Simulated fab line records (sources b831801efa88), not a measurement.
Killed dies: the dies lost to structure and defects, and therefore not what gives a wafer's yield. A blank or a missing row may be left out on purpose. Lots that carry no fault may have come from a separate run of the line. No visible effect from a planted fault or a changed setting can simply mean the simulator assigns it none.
Which tool was responsible? | flow sky130 | 14 lots, 42 wafers sampled, at 2 steps of a route of 708

== WHAT THE GAUGES READ, wafer by wafer ==
SKY_GATE_OXIDE_THK_MEAS_02. Usual: GATE_OXIDE_OXIDATION_00_THK typically reads 10.25 nm, with standard deviation 0.18.
lot  | measured     | on            | GATE_OXIDE_OXIDATION_00_THK (nm) | flag
L388 | day 12 22:34 | film_metro-04 | 10.52 10.68 10.56                |
L389 | day 13 01:26 | film_metro-04 | 10.47 10.45 10.52                |
L390 | day 13 12:07 | film_metro-01 | 10.44 10.42 10.38                |
L392 | day 14 02:06 | film_metro-01 | 10.19 10.11 10.17                |
L393 | day 14 10:58 | film_metro-04 | 10.28 10.34 10.23                |
L394 | day 14 16:16 | film_metro-01 | 10.19 10.24 10.38                |
L395 | day 15 08:47 | film_metro-02 | 10.31 10.34 10.33                |
L396 | day 15 11:47 | film_metro-02 | 10.16 10.22 10.44                |
L398 | day 16 09:31 | film_metro-02 | 10.17 10.12 10.07                |
L404 | day 18 12:55 | film_metro-01 | 13.38 13.33 13.15                | OFF
L405 | day 18 12:55 | film_metro-04 | 12.95 12.90 12.99                | OFF
L406 | day 18 18:20 | film_metro-04 | 10.35 10.52 10.37                |
L408 | day 19 12:25 | film_metro-04 | 10.16 10.14 10.22                |
L409 | day 19 23:54 | film_metro-02 | 10.13 10.05 10.08                |

== EACH LOT AND THE TOOL THAT RAN IT (in order: tool; ch and the chambers of the sampled wafers; start) ==
lot  | SKY_GATE_OXIDE_OXIDATION_01
L388 | furnace-02 ch 0, day 12 21:10
L389 | furnace-01 ch 0, day 13 00:02
L390 | furnace-02 ch 0, day 13 10:42
L392 | furnace-01 ch 0, day 14 00:40
L393 | furnace-02 ch 0, day 14 09:33
L394 | furnace-01 ch 0, day 14 14:50
L395 | furnace-01 ch 0, day 15 07:22
L396 | furnace-01 ch 0, day 15 10:22
L398 | furnace-02 ch 0, day 16 08:02
L404 | furnace-02 ch 0, day 18 11:31
L405 | furnace-02 ch 0, day 18 11:31
L406 | furnace-01 ch 0, day 18 16:54
L408 | furnace-01 ch 0, day 19 11:01
L409 | furnace-01 ch 0, day 19 22:28
- SKY_GATE_OXIDE_OXIDATION_01: stabilise 600 s, purge 300 s, target thk 10.268 nm.

== AS READ BY THE TOOLS THEMSELVES (means over the sampled wafers that have a number; for cases with no such wafer, the mark the record gives instead) ==
SKY_GATE_OXIDE_OXIDATION_01. Usual: spike_tc_bottom_C 919.4 C, standard deviation 1.3; spike_tc_centre_C 901.1 C, standard deviation 1.1; spike_tc_lower_C 900.8 C, standard deviation 1.1; spike_tc_top_C 908.8 C, standard deviation 0.98; spike_tc_upper_C 900.7 C, standard deviation 1; tube_center_temp_C 900.01 C, standard deviation 0.084; tube_center_temp_C_max 902.3, standard deviation 0.38; zone_power_bottom_pct 27.4 %, standard deviation 0.85; zone_power_centre_pct 20.1 %, standard deviation 2.6; zone_power_top_pct 31.6 %, standard deviation 0.36.
lot  | tool       | spike_tc_bottom_C (C) | spike_tc_centre_C (C) | spike_tc_lower_C (C) | spike_tc_top_C (C) | spike_tc_upper_C (C) | tube_center_temp_C (C) | tube_center_temp_C_max | zone_power_bottom_pct (%) | zone_power_centre_pct (%) | zone_power_top_pct (%) | flag
L388 | furnace-02 | 918.3                 | 901.9                 | 900.6                | 908.9              | 900.4                | 899.93                 | 902.5                  | 28.3                      | 22.6                      | 31.1                   |
L389 | furnace-01 | 920.1                 | 901.3                 | 901.1                | 908.8              | 901.4                | 899.96                 | 902.2                  | 26.7                      | 17.7                      | 32.0                   |
L390 | furnace-02 | 919.0                 | 901.9                 | 900.1                | 908.1              | 901.9                | 900.05                 | 902.5                  | 28.2                      | 22.6                      | 31.2                   |
L392 | furnace-01 | 920.1                 | 900.9                 | 900.8                | 908.8              | 902.0                | 899.95                 | 902.3                  | 26.7                      | 17.6                      | 31.6                   |
L393 | furnace-02 | 918.3                 | 901.7                 | 900.2                | 909.4              | 901.4                | 900.11                 | 902.1                  | 28.4                      | 22.7                      | 31.1                   |
L394 | furnace-01 | 919.7                 | 900.5                 | 901.8                | 909.1              | 900.4                | 899.96                 | 902.0                  | 26.4                      | 17.7                      | 31.5                   |
L395 | furnace-01 | 920.4                 | 900.6                 | 901.0                | 908.6              | 901.1                | 899.99                 | 902.2                  | 26.8                      | 17.6                      | 31.9                   |
L396 | furnace-01 | 919.5                 | 900.7                 | 901.9                | 909.5              | 900.8                | 899.98                 | 902.4                  | 26.6                      | 17.5                      | 31.7                   |
L398 | furnace-02 | 919.2                 | 901.1                 | 900.8                | 909.5              | 900.3                | 900.03                 | 902.2                  | 28.1                      | 22.9                      | 31.6                   |
L404 | furnace-02 | 942.3                 | 925.3                 | 923.4                | 932.3              | 924.3                | 923.49                 | 925.7                  | 30.1                      | 24.3                      | 32.7                   | OFF
L405 | furnace-02 | 941.7                 | 924.6                 | 924.2                | 931.2              | 924.4                | 923.48                 | 925.8                  | 30.2                      | 23.9                      | 33.2                   | OFF
L406 | furnace-01 | 919.9                 | 900.1                 | 901.1                | 908.3              | 899.4                | 900.03                 | 902.2                  | 26.5                      | 17.5                      | 31.6                   |
L408 | furnace-01 | 920.6                 | 900.3                 | 900.9                | 909.4              | 901.4                | 899.96                 | 902.2                  | 26.5                      | 17.7                      | 31.5                   |
L409 | furnace-01 | 919.6                 | 899.8                 | 901.4                | 909.3              | 900.8                | 899.99                 | 902.2                  | 26.5                      | 17.4                      | 32.0                   |

== THE ANSWER, worked out from the rows above alone ==
Rule: lot off if the mean of its wafers having a number is beyond 3 standard deviations from the usual mean. A lot without any number at a reading at which 4 lots or more have one is off too. Any other lot the step has rows for is counted as sound. After the gauges, taken in route order, come the tools' own readings; for these a lot's mean is taken, as printed above. The first step at which some lot is off is used, and at that step the reading that is off furthest; a lot without a number counts as furthest.
Off: at SKY_GATE_OXIDE_THK_MEAS_02 (GATE_OXIDE_OXIDATION_00_THK), L404, L405.
If a tool, at a process step before that reading, ran all the lots that are off and no sound lot after the first of them, it fits. The gauges at SKY_GATE_OXIDE_THK_MEAS_02 aren't tried: what is off there is off at SKY_GATE_OXIDE_OXIDATION_01 too, on other tools, and a gauge's error can't cause that. One candidate fits, namely furnace-02 at SKY_GATE_OXIDE_OXIDATION_01. A fault onset in the window from L398 (day 16 08:02, its last sound lot) to L404 (day 18 11:31, its first lot off) fits.
The tool's own readings at SKY_GATE_OXIDE_OXIDATION_01 bear it out: on the lots that are off they differ by more than 5 times the standard deviation of the sound lots' means. spike_tc_bottom_C reads 942.0 C there against 919.6 C on the sound lots; spike_tc_centre_C reads 925.0 C there against 900.9 C on the sound lots; spike_tc_lower_C reads 923.8 C there against 901.0 C on the sound lots; spike_tc_top_C reads 931.8 C there against 909.0 C on the sound lots; spike_tc_upper_C reads 924.3 C there against 900.9 C on the sound lots; tube_center_temp_C reads 923.49 C there against 900.00 C on the sound lots; tube_center_temp_C_max reads 925.8 there against 902.2 on the sound lots.

== WHAT THE SIMULATOR HAD INSERTED ==
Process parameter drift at SKY_GATE_OXIDE_OXIDATION_01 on furnace-02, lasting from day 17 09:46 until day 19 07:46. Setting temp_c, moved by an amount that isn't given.
Lots struck among those shown: L404, L405. The same result came from the rule above.
